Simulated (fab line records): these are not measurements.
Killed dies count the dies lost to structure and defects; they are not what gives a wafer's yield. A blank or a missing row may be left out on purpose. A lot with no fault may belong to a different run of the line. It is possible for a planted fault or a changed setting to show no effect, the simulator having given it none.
One fault seen from 2 desks + flow sky130 + what lay behind the numbers comes last; until then each desk has only its own

FROM THE METROLOGY DESK
Means of the sampled wafers that have a number, per lot and without regard to the tool the lot ran on: this is what the gauges read. If a lot's mean is further than 4 standard deviations from the usual mean, the lot is out of limits and carries the mark OUT (the distance appears in the brackets).
Columns: A = cd-nm at SKY_LDD_P_CD_MEAS_07, usual 379.7 nm; B = cd-nm at SKY_SD_P_CD_MEAS_07, usual 380.2 nm
| lot  | first seen here | A     | B     |
|------|-----------------|-------|-------|
| L669 | day 20 12:25    | 378.6 | 379.0 |
| L670 | day 20 13:00    | 378.4 | 377.7 |
| L672 | day 20 21:37    | 380.8 | 378.3 |
| L675 | day 21 12:44    | 382.6 | 381.9 |
| L677 | day 22 11:24    | 378.9 | 379.0 |
| L678 | day 22 13:41    | 378.0 | 381.3 |
| L679 | day 22 19:23    | 381.3 | 376.7 |
| L680 | day 23 03:24    | 380.1 | 383.8 |
| L681 | day 23 12:00    | 382.5 | 384.9 |
| L682 | day 24 13:26    | 381.2 | 379.4 |
| L683 | day 24 13:58    | 382.6 | 378.2 |
| L684 | day 24 16:41    | 381.5 | 377.1 |
| L685 | day 24 19:46    | 378.3 | 379.4 |
| L686 | day 25 02:44    | 377.0 | 386.0 |
Finding of this desk: none of the 14 lots has anything out of limits.

FOR THE TOOL OWNER'S DESK: iline-stepper-01
The tool's own readings at SKY_NWELL_EXPOSE_20 (exposes mask NWM COMPLEMENT, target cd 840 nm): means of the sampled wafers that have a number, for each lot that ran on this tool. If a lot's mean is further than 4 standard deviations from the usual mean, the lot is out of limits and carries the mark OUT (the distance appears in the brackets).
Columns: A = exposure-dose-mJ-cm2 at SKY_NWELL_EXPOSE_20, usual 259.99; B = focus-offset-nm at SKY_NWELL_EXPOSE_20, usual -0.1 nm
| lot  | first seen here | A      | B    |
|------|-----------------|--------|------|
| L669 | day 5 13:00     | 259.76 | -0.3 |
| L670 | day 5 20:39     | 259.81 | 0.1  |
| L677 | day 7 03:20     | 260.41 | 0.3  |
| L678 | day 7 04:59     | 260.26 | 0.3  |
| L679 | day 7 10:30     | 260.14 | 0.4  |
| L681 | day 7 22:50     | 259.70 | 0.2  |
| L685 | day 8 19:52     | 259.99 | 0.4  |
| L686 | day 9 00:03     | 259.98 | -0.0 |
Finding of this desk: none of the 8 lots has anything out of limits.

PUT TOGETHER
The metrology desk saw nothing out of limits.
The tool owner's desk saw nothing out of limits.

WHAT WAS PUT IN BY THE SIMULATOR
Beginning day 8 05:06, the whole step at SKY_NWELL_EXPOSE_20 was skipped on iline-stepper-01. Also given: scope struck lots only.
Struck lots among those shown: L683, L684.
